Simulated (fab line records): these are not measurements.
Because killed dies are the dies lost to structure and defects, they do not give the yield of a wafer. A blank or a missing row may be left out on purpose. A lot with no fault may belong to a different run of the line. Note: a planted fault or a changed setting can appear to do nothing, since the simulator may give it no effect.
What tool caused it? ; flow gf180mcu ; 21 wafers from 7 lots sampled at 3 of the route's 602 steps

## WHAT THE GAUGES SHOWED, per wafer
GF_CONTACT_BOW_MEAS_05.
lot;measured;on;CONTACT_BOW (um)
L206;day 15 23:55;film-metro-01;65 65 53
L209;day 16 19:41;film-metro-02;75 65 66
L211;day 17 17:33;film-metro-02;66 83 69
L214;day 18 22:29;film-metro-03;68 68 60
L216;day 19 14:50;film-metro-01;78 72 65
L225;day 22 13:10;film-metro-02;55 67 61
L227;day 23 09:35;film-metro-03;65 69 69

## WHICH TOOL RAN EACH LOT (tool, then ch and the chambers of the sampled wafers, then the start)
lot;GF_SALICIDE_SPUTTER_03;GF_SALICIDE_RTA_08
L206;pvd-sputter-04, day 15 22:52;rtp-anneal-01 ch 0, day 15 23:16
L209;pvd-sputter-04, day 16 18:39;rtp-anneal-02 ch 0, day 16 19:02
L211;pvd-sputter-04, day 17 16:29;rtp-anneal-02 ch 0, day 17 16:55
L214;pvd-sputter-03, day 18 21:26;rtp-anneal-02 ch 0, day 18 21:51
L216;pvd-sputter-04, day 19 13:48;rtp-anneal-01 ch 0, day 19 14:12
L225;pvd-sputter-03, day 22 12:08;rtp-anneal-02 ch 0, day 22 12:32
L227;pvd-sputter-02, day 23 08:26;rtp-anneal-01 ch 0, day 23 08:54
- GF_SALICIDE_SPUTTER_03: material TiN, target thk 20 nm, time 16.7 s.
- GF_SALICIDE_RTA_08: time 30 s.

## THE ANSWER, worked out from the rows above alone
Rule: the lots themselves supply what counts as usual. Put in order of their means at a reading, lots are off if they are a third of the lots or fewer, leave a main group of 4 or more, and stand apart from it by a gap of 3 or more times the standard deviation of the main group's means; of several such gaps the widest counts. If all means in a main group match to the digits the tables above print for the reading, that group is not used. A lot without any number at a reading at which 4 lots or more have one is off too. Any other lot the step has rows for is counted as sound.
No lot is off at any reading shown: from this, nothing can be told.

## WHAT HAD BEEN PUT IN BY THE SIMULATOR
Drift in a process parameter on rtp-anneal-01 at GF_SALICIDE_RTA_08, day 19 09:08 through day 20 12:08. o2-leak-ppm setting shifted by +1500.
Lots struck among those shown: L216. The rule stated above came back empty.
